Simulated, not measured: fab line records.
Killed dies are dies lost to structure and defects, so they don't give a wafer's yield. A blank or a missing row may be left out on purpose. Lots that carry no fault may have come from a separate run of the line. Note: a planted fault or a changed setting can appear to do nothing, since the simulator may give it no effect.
Which tool is to blame? -- flow gf180mcu -- Sampling: 6 lots, 18 wafers, 2 of 602 route steps

## WHAT THE GAUGES SHOWED, per wafer
GF_NWELL_TW_MEAS_11.
lot,measured,on,NWELL_TW
L645,day 4 00:09,filmMetro-02,1552 1550 1549
L648,day 4 18:25,filmMetro-04,1569 1574 1570
L652,day 5 16:04,filmMetro-02,1728 1719 1732
L656,day 6 12:13,filmMetro-01,1551 1547 1549
L659,day 7 05:53,filmMetro-01,1564 1567 1556
L663,day 8 03:28,filmMetro-02,1568 1573 1567

## TOOL THAT RAN EACH LOT (tool first, then ch and the chambers of the sampled wafers, then the start)
lot,GF_NWELL_IMPLANT_08
L645,"implanter-01 ch 0, day 3 23:46"
L648,"implanter-01 ch 0, day 4 18:01"
L652,"implanter-01 ch 0, day 5 15:40"
L656,"implanter-04 ch 0, day 6 11:50"
L659,"implanter-02 ch 0, day 7 05:29"
L663,"implanter-01 ch 0, day 8 03:05"
- GF_NWELL_IMPLANT_08

## THE ANSWER, worked out from the rows above alone
Rule: the lots themselves supply what counts as usual. Put in order of their means at a reading, lots are off if they are a third of the lots or fewer, leave a main group of 4 or more, and stand apart from it by a gap of 3 or more times the standard deviation of the main group's means; of several such gaps the widest counts. The tables above print the reading to a certain number of digits; a main group whose means all agree to those digits is not used. A lot without any number at a reading at which 4 lots or more have one is off too. The other lots that the step has rows for count as sound.
Off: L652, seen at GF_NWELL_TW_MEAS_11 (NWELL_TW). The main group has a mean of 1560 with a standard deviation of 9.2.
A tool fits if, at a process step before that reading, it ran every lot that is off, and no sound lot after the first of them. Those tools and the gauges at GF_NWELL_TW_MEAS_11 are tried in the same way. Not one of the candidates tried fits.

## WHAT WAS PUT IN BY THE SIMULATOR
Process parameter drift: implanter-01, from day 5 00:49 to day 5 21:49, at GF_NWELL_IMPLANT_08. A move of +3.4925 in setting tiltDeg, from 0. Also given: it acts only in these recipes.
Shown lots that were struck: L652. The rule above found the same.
